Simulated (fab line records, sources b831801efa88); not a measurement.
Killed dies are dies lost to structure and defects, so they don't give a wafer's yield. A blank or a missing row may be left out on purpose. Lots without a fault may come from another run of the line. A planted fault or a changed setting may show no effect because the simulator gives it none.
One fault seen from 2 desks | flow gf180mcu | each desk has only its own numbers; what lay behind them comes last

THE TOOL OWNER'S DESK: plasma_asher-02
The tool's own readings at GF_NWELL_STRIP_10 (strips in O2/N2): means of the sampled wafers that have a number, for each lot that ran on this tool. A lot is out of limits, marked OUT, if its mean lies more than 4 standard deviations from the usual mean; the brackets give that distance.
Columns: A = drypump_motor_current_A at GF_NWELL_STRIP_10, usual 5.5 A; B = heater_power_w at GF_NWELL_STRIP_10, usual 338 W; C = oes_product_au at GF_NWELL_STRIP_10, usual 0.723 a.u.; D = strip_time_to_endpoint_s at GF_NWELL_STRIP_10, usual 36.93 s
lot  | first seen here | A   | B   | C               | D
L118 | day 4 00:18     | 5.9 | 349 | 0.959 (+55) OUT | -
L128 | day 6 07:05     | 5.9 | 345 | 0.725           | 37.06
L129 | day 6 13:15     | 6.1 | 348 | 0.720           | 36.71
L130 | day 6 17:50     | 5.8 | 340 | 0.722           | 36.84
L133 | day 7 09:03     | 5.8 | 344 | 0.726           | 36.89
L135 | day 7 22:55     | 5.8 | 348 | 0.722           | 36.98
L136 | day 8 03:48     | 5.8 | 339 | 0.723           | 36.94
L138 | day 8 13:11     | 5.9 | 348 | 0.720           | 36.98
This desk's finding: out of limits on L118; first on L118, day 4 00:18 (oes_product_au at GF_NWELL_STRIP_10). In limits: L128, L129, L130, L133, L135, L136, L138.

THE METROLOGY DESK
What the gauges read, lot by lot, whatever tool the lot ran on: means of the sampled wafers that have a number. A lot is out of limits, marked OUT, if its mean lies more than 4 standard deviations from the usual mean; the brackets give that distance.
Columns: A = NWELL_OVL at GF_NWELL_OVL_MEAS_07, usual -0.4 nm; B = LVPWELL_TW at GF_LVPWELL_TW_MEAS_11, usual 558; C = VT_IMPLANT_TW at GF_VT_IMPLANT_TW_MEAS_10, usual 560.2
lot  | first seen here | A    | B             | C
L115 | day 3 10:55     | 0.2  | 552           | 558.5
L116 | day 3 13:58     | -1.0 | 560           | 558.0
L117 | day 3 18:19     | -2.6 | 553           | 560.8
L118 | day 3 23:58     | -0.0 | 224 (-90) OUT | 565.5
L120 | day 4 10:34     | -0.4 | 553           | 561.1
L128 | day 6 06:46     | -1.0 | 560           | 560.6
L129 | day 6 12:55     | 0.3  | 561           | 560.4
L130 | day 6 17:31     | 0.5  | 561           | 560.9
L133 | day 7 08:43     | -1.7 | 556           | 559.7
L134 | day 7 14:49     | -3.5 | 563           | 562.9
L135 | day 7 21:28     | -0.8 | 558           | 563.0
L136 | day 8 03:28     | -1.2 | 564           | 562.3
L138 | day 8 12:52     | -0.4 | 558           | 562.4
This desk's finding: out of limits on L118; first on L118, day 4 14:25 (LVPWELL_TW at GF_LVPWELL_TW_MEAS_11). In limits: L115, L116, L117, L120, L128, L129, L130, L133, L134, L135, L136, L138.

PUT TOGETHER
The tool owner's desk could have raised an alarm at day 4 00:18, on L118.
The metrology desk could have raised an alarm at day 4 14:25, on L118.
Of the lots named, all ran GF_NWELL_STRIP_10 on plasma_asher-02.

WHAT THE SIMULATOR HAD PUT IN
Strip aborted: plasma_asher-02, from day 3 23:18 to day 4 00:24, at GF_NWELL_STRIP_10. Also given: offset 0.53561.
Lots struck among those shown: L118.
Hours from the fault's start to each desk's first reading out of limits: the tool owner's desk, 1; the metrology desk, 15.
